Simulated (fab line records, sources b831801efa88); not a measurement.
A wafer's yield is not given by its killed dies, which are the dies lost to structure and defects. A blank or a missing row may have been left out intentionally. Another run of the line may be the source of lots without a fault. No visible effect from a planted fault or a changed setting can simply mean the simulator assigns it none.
Matching of chambers / flow gf180mcu / cmp-01 running GF_V1_CMP_04: 4 sister chambers
The step polishes SiO2. 4 wafers are shown with their chamber, then 9 later ones without.

== WAFERS WITH THEIR CHAMBER ==
wafer=L307.3; chamber=2; motor-current-A (A)=13.9
wafer=L308.4; chamber=1; motor-current-A (A)=12.8
wafer=L308.5; chamber=3; motor-current-A (A)=11.4
wafer=L308.6; chamber=0; motor-current-A (A)=11.4

== WAFERS WHOSE CHAMBER IS MISSING ==
wafer=L312.3; motor-current-A (A)=13.8
wafer=L312.4; motor-current-A (A)=10.8
wafer=L312.5; motor-current-A (A)=12.6
wafer=L313.2; motor-current-A (A)=13.7
wafer=L313.3; motor-current-A (A)=11.0
wafer=L313.6; motor-current-A (A)=11.2
wafer=L314.2; motor-current-A (A)=13.3
wafer=L314.4; motor-current-A (A)=11.2
wafer=L314.6; motor-current-A (A)=12.7

== THE CHAMBER EACH PASSED THROUGH ==
wafer=L312.3; from the rows above=2; in truth=2
wafer=L312.4; from the rows above=can't be placed: 0 or 3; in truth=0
wafer=L312.5; from the rows above=1; in truth=1
wafer=L313.2; from the rows above=2; in truth=2
wafer=L313.3; from the rows above=can't be placed: 0 or 3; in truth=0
wafer=L313.6; from the rows above=can't be placed: 0 or 3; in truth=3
wafer=L314.2; from the rows above=can't be placed: 1 or 2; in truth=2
wafer=L314.4; from the rows above=can't be placed: 0 or 3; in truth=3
wafer=L314.6; from the rows above=1; in truth=1
Correctly placed: 4 of 9. Not placeable from these rows: 5 (in 5, the candidates include the true chamber). Number placed wrongly: 0.
How it was worked out, from the rows above alone: a wafer's distance from a chamber is the root of the sum, over the readings, of the square of ((its reading less the chamber's mean) divided by the reading's scatter). If the next closest chamber is less than 2 further off than the closest, the wafer can't be placed; otherwise it belongs to the closest. The mean given for a chamber averages the wafers shown for that chamber. The scatter: root of mean squared gap, hidden wafer to nearest shown wafer, with one shown wafer a chamber.
